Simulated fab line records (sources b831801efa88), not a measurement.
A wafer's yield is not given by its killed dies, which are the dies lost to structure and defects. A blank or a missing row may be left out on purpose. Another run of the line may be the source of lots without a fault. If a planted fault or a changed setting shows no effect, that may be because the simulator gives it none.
Which tool did it? | flow gf180mcu | 6 lots, 18 wafers sampled, at 2 steps of a route of 602

## WHAT EACH GAUGE READ, for each wafer
GF_V3_CD_MEAS_14 targets a cd of 260 nm.
lot  | measured     | on       | cdNm (nm)
L437 | day 23 09:50 | cdSem-02 | 259.7 260.6 260.2
L441 | day 25 00:20 | cdSem-02 | 259.4 260.8 260.9
L443 | day 25 12:50 | cdSem-01 | 259.4 259.6 259.3
L448 | day 27 07:46 | cdSem-02 | 260.3 260.5 260.6
L453 | day 28 14:52 | cdSem-02 | 273.6 273.0 274.0
L456 | day 29 18:49 | cdSem-02 | 258.1 258.5 258.5

## EACH LOT AND THE TOOL THAT RAN IT (in order: tool; ch and the chambers of the sampled wafers; start)
lot  | GF_V3_SOFTBAKE_10
L437 | lithoTrack-04 ch 0, day 22 22:00
L441 | lithoTrack-03 ch 0, day 24 13:00
L443 | lithoTrack-04 ch 0, day 25 02:00
L448 | lithoTrack-03 ch 0, day 26 21:00
L453 | lithoTrack-03 ch 0, day 28 05:00
L456 | lithoTrack-01 ch 0, day 29 09:00
- GF_V3_SOFTBAKE_10: time 60 s.

## THE ANSWER, worked out from the rows above alone
Rule: usual is defined by the lots themselves. The widest of any qualifying gaps counts: lots, ordered by their means at a reading, are off when they make up no more than a third of the lots, leave a main group of 4 or more, and stand apart from it by 3 or more times the standard deviation of that group's means. Not used: any main group whose means are identical at the precision the tables above print for the reading. A lot without any number at a reading at which 4 lots or more have one is off too. All remaining lots with rows at the step are treated as sound.
Off: L453, at GF_V3_CD_MEAS_14 (cdNm). For the main group the mean is 259.8 nm and the standard deviation 0.78.
A tool fits if, at a process step before that reading, it ran every lot that is off, and no sound lot after the first of them. Those tools and the gauges at GF_V3_CD_MEAS_14 are tried in the same way. One candidate fits, namely lithoTrack-03 at GF_V3_SOFTBAKE_10. A fault onset in the window from L448 (day 26 21:00, its last sound lot) to L453 (day 28 05:00, its first lot off) fits.

## WHAT WAS PUT IN BY THE SIMULATOR
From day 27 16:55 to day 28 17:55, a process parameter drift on lithoTrack-03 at GF_V3_SOFTBAKE_10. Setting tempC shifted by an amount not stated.
Struck lots among those shown: L453. The rule above found the same.
